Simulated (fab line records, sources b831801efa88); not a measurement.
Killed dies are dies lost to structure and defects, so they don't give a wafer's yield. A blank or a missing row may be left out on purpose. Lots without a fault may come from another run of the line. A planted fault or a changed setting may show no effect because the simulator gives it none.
Chamber matching | flow sky130 | SKY_CONTACT_ETCH_17 on rie_diel-01: 4 sister chambers
The step etches SiO2 in C4F8/O2/Ar, stops on Si3N4, target depth 340 nm. 16 wafers are shown with their chamber, then 8 later ones without.

WAFERS WITH THEIR CHAMBER
wafer  | chamber | rf_fwd_power_W (W) | oes_product_au (a.u.)
L937.4 | 2       | 1495               | 0.891
L937.5 | 1       | 1485               | 0.896
L937.6 | 2       | 1489               | 0.901
L940.3 | 3       | 1493               | 0.891
L940.4 | 1       | 1483               | 0.898
L940.5 | 1       | 1481               | 0.892
L942.1 | 3       | 1488               | 0.894
L942.2 | 1       | 1485               | 0.897
L942.4 | 0       | 1481               | 0.896
L945.3 | 1       | 1479               | 0.885
L945.4 | 0       | 1487               | 0.885
L945.6 | 0       | 1482               | 0.901
L946.2 | 1       | 1482               | 0.892
L946.3 | 2       | 1484               | 0.887
L946.6 | 0       | 1493               | 0.896
L950.1 | 1       | 1488               | 0.892

SIGNATURES (means of the wafers above)
reading        | chamber 0 | chamber 1 | chamber 2 | chamber 3 | scatter within a chamber
rf_fwd_power_W | 1485.75   | 1483.29   | 1489.33   | 1490.50   | 4.26
oes_product_au | 0.89450   | 0.89314   | 0.89300   | 0.89250   | 0.0055
Rule: a wafer's distance from a chamber is the root of the sum, over the readings, of the square of ((its reading less the chamber's mean) divided by the reading's scatter). The wafer belongs to the nearest chamber; if the next one is less than 2 further off, it can't be placed. The scatter: the root of (the sum of the squares of (reading less its chamber's mean) over the shown wafers, divided by (wafers less chambers)).

WAFERS WITHOUT THEIR CHAMBER
wafer  | rf_fwd_power_W (W) | oes_product_au (a.u.)
L950.4 | 1485               | 0.898
L950.6 | 1486               | 0.884
L952.2 | 1494               | 0.889
L952.3 | 1490               | 0.897
L952.4 | 1474               | 0.894
L955.2 | 1490               | 0.893
L955.3 | 1489               | 0.894
L955.6 | 1496               | 0.885

WHICH CHAMBER EACH WENT THROUGH
wafer  | from the rows above               | in truth
L950.4 | can't be placed: 0 or 1 or 2 or 3 | 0
L950.6 | can't be placed: 1 or 2 or 3 or 0 | 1
L952.2 | can't be placed: 3 or 2 or 0 or 1 | 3
L952.3 | can't be placed: 2 or 3 or 0 or 1 | 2
L952.4 | can't be placed: 1 or 0 or 2 or 3 | 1
L955.2 | can't be placed: 3 or 2 or 0 or 1 | 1
L955.3 | can't be placed: 2 or 3 or 0 or 1 | 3
L955.6 | can't be placed: 3 or 2 or 0 or 1 | 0
Placed correctly: 0 of 8. Can't be placed from these rows: 8 (the true chamber is among the candidates in 8). Placed wrongly: 0.
